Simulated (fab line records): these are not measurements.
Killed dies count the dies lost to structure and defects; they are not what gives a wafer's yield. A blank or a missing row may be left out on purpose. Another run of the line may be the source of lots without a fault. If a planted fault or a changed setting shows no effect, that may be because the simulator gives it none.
Matching of chambers	flow gf180mcu	GF_V5_CVD_02 on pecvd-01: 3 sister chambers
The step deposits SiO2 from TEOS, target thk 1450 nm, time 163.28 s. 20 wafers are shown with their chamber, then 10 later ones without.

== EACH WAFER AND ITS CHAMBER ==
wafer	chamber	heater_power_w (W)
L077.1	0	483
L077.2	1	736
L077.3	2	718
L077.4	1	797
L077.5	0	542
L077.6	2	606
L078.1	2	697
L078.3	1	830
L078.4	2	759
L084.3	0	465
L084.5	1	809
L084.6	0	513
L088.2	2	715
L088.4	2	599
L088.5	0	520
L089.1	0	531
L089.5	0	428
L089.6	2	599
L091.1	1	732
L091.2	0	511

SIGNATURES (means of the wafers above)
reading	chamber 0	chamber 1	chamber 2	scatter within a chamber
heater_power_w	499.12	780.80	670.43	51.5
Rule: for each reading, subtract the chamber's mean from the wafer's reading, divide by that reading's scatter and square the result; add these up over the readings and take the root, which gives the wafer's distance from the chamber. If the next closest chamber is less than 2 further off than the closest, the wafer can't be placed; otherwise it belongs to the closest. How the scatter is found: for the shown wafers, subtract from each reading the mean of its chamber, square and add these, divide the total by (wafers less chambers), then take the root.

== WAFERS WITH NO CHAMBER GIVEN ==
wafer	heater_power_w (W)
L091.3	655
L091.4	721
L091.5	826
L091.6	424
L094.1	795
L094.5	605
L094.6	652
L097.1	764
L097.3	486
L097.4	836

== THE CHAMBER EACH PASSED THROUGH ==
wafer	from the rows above	in truth
L091.3	2	2
L091.4	can't be placed: 2 or 1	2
L091.5	1	1
L091.6	0	0
L094.1	1	1
L094.5	can't be placed: 2 or 0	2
L094.6	2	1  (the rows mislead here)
L097.1	can't be placed: 1 or 2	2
L097.3	0	0
L097.4	1	1
Correctly placed: 6 of 10. Not placeable from these rows: 3 (in 3, the candidates include the true chamber). Wrongly placed: 1.
